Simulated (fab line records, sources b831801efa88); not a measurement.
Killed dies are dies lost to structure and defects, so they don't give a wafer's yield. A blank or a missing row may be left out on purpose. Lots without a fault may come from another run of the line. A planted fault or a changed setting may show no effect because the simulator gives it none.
fab line records | flow sky130 | part 2 of 2: steps 33 to 45 of 45
record lots=5 wafers=15 last_day=50
route steps=708 shown SD_P@329 RES_XHIGH@332 SD_N@342 SALICIDE@361 LI_CONTACT@362
lots that met no fault: from a run of the same line without faults
start_h: hours from the record's first day to the start of the lot's first wafer shown | wait_h: hours since the lot's step before | " the same as in the row above | L1.1+2: a row that stands for several wafers | - no value, or no start given | * or withheld: withheld | < > ~ a bound
route shown NAME@n: a module of which the file shows steps, and the number in the route of the first | usual: mean/standard deviation of fault-free wafers | same: alike in all rows | chamber/n: place in a boat | sites: the reading at each site | _std_site: their standard deviation | _edge_site: outer sites' mean less inner sites' | radius_mm: how far each site lies from the wafer's centre | mask NAME#n: copy n | behind: the tool/chamber that last shaped the wafer | hold: why the lot was held/for how many hours/how that ended | device: the transistor (n, p or np) that didn't switch | end of line: the same wafers' tests at the end of the route | a step without rows: its recipe alone | killed: dies lost to structure and defects at the first sort, not the wafer's yield | map: a wafer's dies, x killed, . not, _ none there
set.NAME: the setting as run; set.NAME@STEP: as run at that earlier step | model.NAME: the simulator's own value behind a step, which no gauge read
lots at some steps of the route; a table a step, a row a wafer
services: from which hour (start_h, from the record's first day; less than 0 if before it) a tool's chamber was out of use, for how many hours, and why
## steps
# step SKY_LI_CONTACT_HDPCVD_00
# recipe material=PSG target_thk_nm=930 sigma_open_frac=0.3 time_s=155 temp_c=600 sih4_flow_sccm=60 pressure_mtorr=6
# columns lot.wafer tool chamber start_h wait_h
L075.3+4+5 hdpcvd-02 2,2,0 646.73 0.0
L074.2+4+6 hdpcvd-01 0,1,2 648.07 0.0
L082.1+4+6 hdpcvd-01 2,0,2 705.81 0.0
L087.1+4+6 hdpcvd-02 2,1,0 750.88 0.0
L096.1+2+4 hdpcvd-01 2,0,0 836.25 0.0
# step SKY_LI_CONTACT_THK_MEAS_01
# recipe reads=PSG_of_LI_CONTACT_HDPCVD_00
# usual LI_CONTACT_HDPCVD_THK=931/9.5
# columns lot.wafer tool chamber start_h wait_h LI_CONTACT_HDPCVD_THK[nm]
L075.3 film_metro-03 - 646.85 0.1 910
L075.4 " - " " 921
L075.5 " - " " 915
L074.2 film_metro-02 - 648.18 0.1 942
L074.4 " - " " 940
L074.6 " - " " 927
L082.1 film_metro-03 - 705.91 0.1 932
L082.4 " - " " 936
L082.6 " - " " 940
L087.1 film_metro-01 - 750.98 0.1 938
L087.4 " - " " 926
L087.6 " - " " 930
L096.1 film_metro-02 - 836.35 0.1 932
L096.2 " - " " 945
L096.4 " - " " 941
# step SKY_LI_CONTACT_CMP_02
# recipe material=PSG down_force_psi=4 platen_rpm=60 pad_velocity_m_s=0.94248
# usual motor_current_A=11.9/1 slurry_filter_dp_kPa=13.50/0.14 time_to_endpoint_s=31.6/2.7
# columns lot.wafer tool chamber start_h wait_h motor_current_A slurry_filter_dp_kPa time_to_endpoint_s
L075.3 cmp-01 3 646.99 0.1 10.8 13.49 30.0
L075.4 " 0 " " 10.0 13.65 31.5
L075.5 " 2 " " 13.0 13.43 29.1
L074.2 cmp-01 3 648.29 0.1 11.1 13.24 34.7
L074.4 " 1 " " 11.7 13.58 36.5
L074.6 " 0 " " 10.5 13.47 34.5
L082.4 cmp-01 2 705.97 0.0 13.2 13.41 31.6
L082.1 " 0 " " 10.3 13.49 34.2
L082.6 " 2 " " 12.9 13.57 33.0
L087.4 cmp-01 0 751.09 0.1 10.6 13.26 33.5
L087.1 " 1 " " 11.7 13.71 33.5
L087.6 " 0 " " 10.6 13.41 34.4
L096.1 cmp-01 0 836.41 0.1 10.4 13.33 30.7
L096.2 " 1 " " 12.3 13.42 32.7
L096.4 " 2 " " 13.4 13.34 35.9
# step SKY_LI_CONTACT_BOW_MEAS_03
# recipe mode=bow
# usual LI_CONTACT_BOW=57/7.2
# columns lot.wafer tool chamber start_h wait_h LI_CONTACT_BOW[um]
L075.3 film_metro-03 - 647.23 0.2 53
L075.4 " - " " 59
L075.5 " - " " 60
L074.2 film_metro-01 - 648.61 0.3 64
L074.4 " - " " 64
L074.6 " - " " 63
L082.1 film_metro-03 - 706.27 0.1 51
L082.4 " - " " 58
L082.6 " - " " 58
L087.1 film_metro-02 - 751.34 0.1 49
L087.4 " - " " 50
L087.6 " - " " 59
L096.1 film_metro-02 - 836.71 0.2 58
L096.2 " - " " 57
L096.4 " - " " 64
# step SKY_LI_CONTACT_DEHYDRATE_04
# recipe temp_c=200 time_s=60
# columns lot.wafer tool chamber start_h wait_h
L075.3+4+5 litho_track-02 0 657.29 10.0
L074.2+4+6 litho_track-03 0 659.75 11.1
L082.1+4+6 litho_track-02 0 719.19 12.9
L087.1+4+6 litho_track-03 0 764.07 12.7
L096.1+2+4 litho_track-01 0 849.30 12.6
# step SKY_LI_CONTACT_HMDS_05
# recipe prime_time_s=60 prime_temp_c=120
# columns lot.wafer tool chamber start_h wait_h
L075.3+4+5 litho_track-02 0 657.44 0.1
L074.2+4+6 litho_track-03 0 659.90 0.1
L082.1+4+6 litho_track-02 0 719.34 0.1
L087.1+4+6 litho_track-03 0 764.22 0.1
L096.1+2+4 litho_track-01 0 849.45 0.1
# step SKY_LI_CONTACT_COAT_06
# recipe resist=BARC temp_c=withheld time_s=withheld spin_rpm=3000 resist_thk_nm=60
# columns lot.wafer tool chamber start_h wait_h
L075.3+4+5 litho_track-02 0 657.59 0.1
L074.2+4+6 litho_track-03 0 660.05 0.1
L082.1+4+6 litho_track-02 0 719.49 0.1
L087.1+4+6 litho_track-03 0 764.37 0.1
L096.1+2+4 litho_track-01 0 849.60 0.1
# step SKY_LI_CONTACT_COAT_07
# recipe resist=KrF-thick spin_rpm=3000 resist_thk_nm=450
# columns lot.wafer tool chamber start_h wait_h
L075.3+4+5 litho_track-02 0 - -
L074.2+4+6 litho_track-03 0 - -
L082.1+4+6 litho_track-02 0 - -
L087.1+4+6 litho_track-03 0 - -
L096.1+2+4 litho_track-01 0 - -
# step SKY_LI_CONTACT_SOFTBAKE_08
# recipe temp_c=100 time_s=90 resist=KrF-thick
# columns lot.wafer tool chamber start_h wait_h
L075.3+4+5 litho_track-02 0 - -
L074.2+4+6 litho_track-03 0 - -
L082.1+4+6 litho_track-02 0 - -
L087.1+4+6 litho_track-03 0 - -
L096.1+2+4 litho_track-01 0 - -
# step SKY_LI_CONTACT_EXPOSE_09
# recipe mask_id=LICM1 na=0.8 source_shape=annular sigma_inner=0.55 sigma_outer=0.85 target_cd_nm=170 dose_mj=38
# usual reticle_temp_C=23.01/0.094
# columns lot.wafer tool chamber start_h wait_h mask reticle_temp_C
L075.3 krf_scanner-01 0 - - LICM1#0 22.97
L075.4 " 0 " " LICM1#0 22.90
L075.5 " 0 " " LICM1#0 22.93
L074.2 krf_scanner-02 0 - - LICM1#0 23.06
L074.4 " 0 " " LICM1#0 22.99
L074.6 " 0 " " LICM1#0 23.03
L082.1 krf_scanner-02 0 - - LICM1#0 23.01
L082.4 " 0 " " LICM1#0 22.95
L082.6 " 0 " " LICM1#0 23.04
L087.1 krf_scanner-01 0 - - LICM1#0 23.09
L087.4 " 0 " " LICM1#0 23.05
L087.6 " 0 " " LICM1#0 22.90
L096.1 krf_scanner-01 0 - - LICM1#0 23.04
L096.2 " 0 " " LICM1#0 22.98
L096.4 " 0 " " LICM1#0 23.02
# step SKY_LI_CONTACT_PEB_10
# recipe peb_temp_c=withheld peb_time_s=withheld resist=KrF-thick
# columns lot.wafer tool chamber start_h wait_h
L075.3+4+5 litho_track-02 0 - -
L074.2+4+6 litho_track-01 0 - -
L082.1+4+6 litho_track-03 0 - -
L087.1+4+6 litho_track-01 0 - -
L096.1+2+4 litho_track-02 0 - -
# step SKY_LI_CONTACT_DEVELOP_11
# recipe develop_time_s=60 resist=KrF-thick dev_temp_c=21
# columns lot.wafer tool chamber start_h wait_h
L075.3+4+5 litho_track-02 0 - -
L074.2+4+6 litho_track-01 0 - -
L082.1+4+6 litho_track-03 0 - -
L087.1+4+6 litho_track-01 0 - -
L096.1+2+4 litho_track-02 0 - -
# step SKY_LI_CONTACT_CD_MEAS_12
# recipe target_cd_nm=170
# usual cd_nm=169.8/1.3
# columns lot.wafer tool chamber start_h wait_h cd_nm
L075.3 cd_sem-01 - 674.03 - 167.3
L075.4 " - " " 168.7
L075.5 " - " " 169.6
L074.2 cd_sem-02 - 675.32 - 169.2
L074.4 " - " " 169.1
L074.6 " - " " 169.1
L082.1 cd_sem-02 - 733.82 - 169.0
L082.4 " - " " 170.0
L082.6 " - " " 168.6
L087.1 cd_sem-01 - 777.85 - 168.6
L087.4 " - " " 168.8
L087.6 " - " " 169.5
L096.1 cd_sem-01 - 862.79 - 170.8
L096.2 " - " " 171.8
L096.4 " - " " 170.1
## services
# columns tool chamber start_h hours kind
implanter-03 - 568.04 6.7 repair
iline_stepper-01 - 573.22 12.1 repair
implanter-02 - 573.52 4.5 pm
plasma_asher-02 - 589.34 9.6 repair
implanter-03 - 589.69 4.4 pm
iline_stepper-01 - 591.59 2.1 pm
implanter-03 - 599.94 44.4 pm
implanter-04 - 599.98 1.2 repair
cmp-01 - 636.66 0.9 repair
implanter-02 - 647.55 2.9 pm
cmp-01 - 657.49 5.2 repair
implanter-03 - 661.10 9.7 pm
implanter-04 - 662.30 2.0 repair
iline_stepper-02 - 675.59 11.1 repair
plasma_asher-03 - 682.43 3.5 repair
implanter-03 - 682.79 0.6 repair
iline_stepper-01 - 689.39 1.7 pm
iline_stepper-02 - 691.06 1.7 pm
implanter-02 - 695.29 2.4 repair
implanter-03 - 731.16 2.5 pm
iline_stepper-01 - 731.16 3.8 repair
cmp-01 - 744.22 4.0 pm
implanter-03 - 822.40 2.1 repair
cmp-01 - 858.16 1.7 repair
